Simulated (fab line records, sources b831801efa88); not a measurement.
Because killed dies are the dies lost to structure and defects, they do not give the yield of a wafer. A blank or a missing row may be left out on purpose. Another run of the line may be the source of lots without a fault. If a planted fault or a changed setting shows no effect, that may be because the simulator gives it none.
Which of the tools did it? :: flow gf180mcu :: 20 wafers from 7 lots sampled at 3 of the route's 602 steps

== WHAT THE GAUGES READ, wafer by wafer ==
GF_PSD_CD_MEAS_07: the cd target is 400 nm.
lot: L200
measured: day 14 12:29
on: cdSem-01
cdNm (nm): 399.2 400.8 402.3

lot: L203
measured: day 15 18:31
on: cdSem-02
cdNm (nm): 422.5 419.9

lot: L213
measured: day 19 04:16
on: cdSem-02
cdNm (nm): 398.6 399.5 400.4

lot: L215
measured: day 20 00:48
on: cdSem-01
cdNm (nm): 400.2 399.2 399.5

lot: L216
measured: day 20 21:56
on: cdSem-02
cdNm (nm): 401.2 402.7 400.7

lot: L220
measured: day 21 14:10
on: cdSem-01
cdNm (nm): 399.7 399.8 396.8

lot: L222
measured: day 22 11:43
on: cdSem-02
cdNm (nm): 401.0 399.6 397.6

== EACH LOT AND THE TOOL THAT RAN IT (in order: tool; ch and the chambers of the sampled wafers; start) ==
lot: L200
GF_HV_LDD_ETCHBACK_58: rieDiel-02 ch 0,2,3, day 12 20:14
GF_PSD_DEVELOP_06: lithoTrack-04 ch 0, day 14 12:21

lot: L203
GF_HV_LDD_ETCHBACK_58: rieDiel-04 ch 2,3, day 14 01:04
GF_PSD_DEVELOP_06: lithoTrack-04 ch 0, day 15 18:23

lot: L213
GF_HV_LDD_ETCHBACK_58: rieDiel-01 ch 2,3, day 17 04:54
GF_PSD_DEVELOP_06: lithoTrack-03 ch 0, day 19 04:07

lot: L215
GF_HV_LDD_ETCHBACK_58: rieDiel-01 ch 1,2,3, day 17 23:44
GF_PSD_DEVELOP_06: lithoTrack-02 ch 0, day 20 00:40

lot: L216
GF_HV_LDD_ETCHBACK_58: rieDiel-04 ch 0,2,3, day 18 20:41
GF_PSD_DEVELOP_06: lithoTrack-02 ch 0, day 20 21:47

lot: L220
GF_HV_LDD_ETCHBACK_58: rieDiel-04 ch 1,3, day 19 14:12
GF_PSD_DEVELOP_06: lithoTrack-04 ch 0, day 21 14:01

lot: L222
GF_HV_LDD_ETCHBACK_58: rieDiel-04 ch 0,2,3, day 20 12:47
GF_PSD_DEVELOP_06: lithoTrack-02 ch 0, day 22 11:34
- GF_HV_LDD_ETCHBACK_58: etches Si3N4 in CH3F/O2, stops on SiO2, time 100 s, target depth 90 nm.
- GF_PSD_DEVELOP_06: develop time 60 s.

== THE ANSWER, worked out from the rows above alone ==
Rule: the usual values come from the lots themselves. Put in order of their means at a reading, lots are off if they are a third of the lots or fewer, leave a main group of 4 or more, and stand apart from it by a gap of 3 or more times the standard deviation of the main group's means; of several such gaps the widest counts. A main group is skipped when, at the precision printed for the reading in the tables above, its means are all equal. A lot without any number at a reading at which 4 lots or more have one is off too. The other lots that the step has rows for count as sound.
Off at GF_PSD_CD_MEAS_07 (cdNm): L203. Main group: mean 399.9 nm, sd 0.93.
If a tool, at a process step before that reading, ran all the lots that are off and no sound lot after the first of them, it fits. Gauges at GF_PSD_CD_MEAS_07: tried the same way as those tools. No candidate that was tried fits.

== WHAT THE SIMULATOR HAD INSERTED ==
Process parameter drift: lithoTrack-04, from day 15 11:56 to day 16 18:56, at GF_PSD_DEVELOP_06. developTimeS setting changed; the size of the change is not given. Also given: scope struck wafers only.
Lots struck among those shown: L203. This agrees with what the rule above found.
